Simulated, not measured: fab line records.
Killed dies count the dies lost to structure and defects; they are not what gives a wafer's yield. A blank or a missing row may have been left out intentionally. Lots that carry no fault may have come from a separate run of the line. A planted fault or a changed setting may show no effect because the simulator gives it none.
Struck lot and sound lot, side by side	flow sky130	21 steps out of a route of 708
Sound: these wafers, L420.1, L420.2, L420.6. Wafers L431.2, L431.3, L431.4 were the ones struck. Last of all comes the cause.
Order at every step that has rows: each side's tool, ch and its chambers, its first start. Under that, the readings that differ: sound wafers	struck wafers	difference of the means	sigmas: that difference in standard deviations of wafers without a fault.
alike: words and numbers the same on both sides, and readings whose means are apart by under 2 such deviations; not compared: readings that were withheld, readings missing a value for some wafer, numbers with overlapping values and no deviation given by the record, and bounds like >300 which may hide the same value.
Wherever a step has rows on one side only, a row that says differs or no value, or a row with sigmas, the two part there. When numbers do not overlap yet have no deviation, they are printed without sigmas and do not part them. Lack of a reading on every wafer of one side parts them only where that side has two or more wafers.

SKY_SD_N_RS_MEAS_17: uses a four-point probe to measure.
  sound on film_metro-03, day 27 15:28; struck on film_metro-02, day 31 21:20
  alike: SD_P_RS
SKY_SD_N_RS_MEAS_18: uses a four-point probe to measure.
  sound on film_metro-03, day 27 15:35; struck on film_metro-02, day 31 21:28
  alike: RES_XHIGH_RS
then, 2 steps without rows for these wafers: SKY_SALICIDE_CLEAN_00 (cleans in HF-last, time 30 s); SKY_LI_CONTACT_HDPCVD_00 (deposits PSG, target thk 930 nm, time 155 s).
SKY_LI_CONTACT_THK_MEAS_01:
  sound on film_metro-01, day 27 15:50; struck on film_metro-03, day 31 21:41
  alike: LI_CONTACT_HDPCVD_THK
SKY_LI_CONTACT_CMP_02: polishes PSG.
  sound on cmp-02 ch 1,2,3, day 27 17:50; struck on cmp-01 ch 0,1,2, day 31 21:44
  alike: motor_current_A, time_to_endpoint_s
SKY_LI_CONTACT_BOW_MEAS_03:
  sound on film_metro-01, day 27 18:02; struck on film_metro-02, day 31 22:04
  alike: LI_CONTACT_BOW
then, 5 steps without rows for these wafers: SKY_LI_CONTACT_DEHYDRATE_04 (time 60 s); SKY_LI_CONTACT_HMDS_05 (prime time 60 s); SKY_LI_CONTACT_COAT_06 (resist thk 60 nm); SKY_LI_CONTACT_COAT_07 (resist thk 450 nm); SKY_LI_CONTACT_SOFTBAKE_08 (time 90 s).
SKY_LI_CONTACT_EXPOSE_09: exposes mask LICM1, target cd 170 nm.
  sound on krf_scanner-02 ch 0, day 28 08:18; struck on krf_scanner-01 ch 0, day 32 11:09
reading	sound	struck	difference	sigmas
mask	LICM1#0 LICM1#0 LICM1#0	LICM1_R1#0 LICM1_R1#0 LICM1_R1#0	differs	
  alike: focus_offset_nm, reticle_temp_C
then, 1 step without rows for these wafers: SKY_LI_CONTACT_PEB_10.
SKY_LI_CONTACT_DEVELOP_11: develop time 60.92 s.
  sound: litho_track-02 ch 0; struck: litho_track-03 ch 0
reading	sound	struck	difference	sigmas
model.LI_CONTACT.cd_nm (nm)	172.2 173.2 171.9	134.3 134.2 134.5	-38.1	
SKY_LI_CONTACT_CD_MEAS_12: target cd 170 nm.
  sound on cd_sem-02, day 28 21:28; struck on cd_sem-01, day 33 00:37
reading	sound	struck	difference	sigmas
cd_nm (nm)	171.9 173.1 172.1	134.3 134.4 134.4	-38.0	-24
  not compared: hold
SKY_LI_CONTACT_OVL_MEAS_13:
  sound on overlay-02, day 28 21:35; struck on overlay-02, day 33 05:14
reading	sound	struck	difference	sigmas
hold	- - -	await_dispo/4.5h/release await_dispo/4.5h/release await_dispo/4.5h/release	no value on the sound wafers	
  alike: LI_CONTACT_OVL
SKY_LI_CONTACT_ETCH_14: etches BARC in N2/H2, stops on SiO2, time 45.24 s, target depth 60 nm.
  sound on rie_diel-04 ch 1,2, day 28 21:37; struck on rie_diel-04 ch 0,2,3, day 33 05:16
  alike: drypump_motor_current_A, oes_product_au, throttle_valve_pct
  not compared: rf_hours_counter_h
SKY_LI_CONTACT_ETCH_15: etches PSG in C4F8/O2/Ar, stops on Si, target depth 600 nm.
  sound on rie_diel-04 ch 1,2, day 28 21:40; struck on rie_diel-04 ch 0,2,3, day 33 05:19
reading	sound	struck	difference	sigmas
model.LI_CONTACT.cd_nm (nm)	170.5 174.6 169.1	133 133 134.1	-38	
  alike: oes_product_au
SKY_LI_CONTACT_STRIP_16: strips in O2/N2.
  sound on plasma_asher-04 ch 0,1, day 28 21:45; struck on plasma_asher-03 ch 0,1, day 33 05:24
reading	sound	struck	difference	sigmas
oes_product_au (a.u.)	0.387 0.380 0.383	0.373 0.372 0.368	-0.012	-2
  alike: drypump_motor_current_A, strip_time_to_endpoint_s
  not compared: rf_hours_counter_h
-- the record jumps here: 15 days lie between the struck wafers' starts before and after (it left off in module LI_CONTACT and takes up again in module PAD_OPEN, whose first step shown is number 708 of the route) --
SKY_PAD_OPEN_PROBE_99:
  sound on prober-02, day 45 15:35; struck on prober-01, day 48 14:52
reading	sound	struck	difference	sigmas
hold	- - -	await_dispo/1.6h/release await_dispo/1.6h/release await_dispo/1.6h/release	no value on the sound wafers	
killed_at_contacts	19 22 19	353 350 343	+329	+67
killed_at_other	0 0 0	0 2 1	+1	+2
killed_dies	97 89 80	404 404 409	+317	+32
killed_on_rim	21 15 14	67 62 65	+48	+12
  alike: killed_at_M0_to_M3, killed_at_M4_up, killed_at_front_end, killed_open, killed_short

== WHERE THEY PART ==
Earliest at SKY_LI_CONTACT_EXPOSE_09; latest, in this record, at SKY_PAD_OPEN_PROBE_99.

WHY: what had been put in by the simulator
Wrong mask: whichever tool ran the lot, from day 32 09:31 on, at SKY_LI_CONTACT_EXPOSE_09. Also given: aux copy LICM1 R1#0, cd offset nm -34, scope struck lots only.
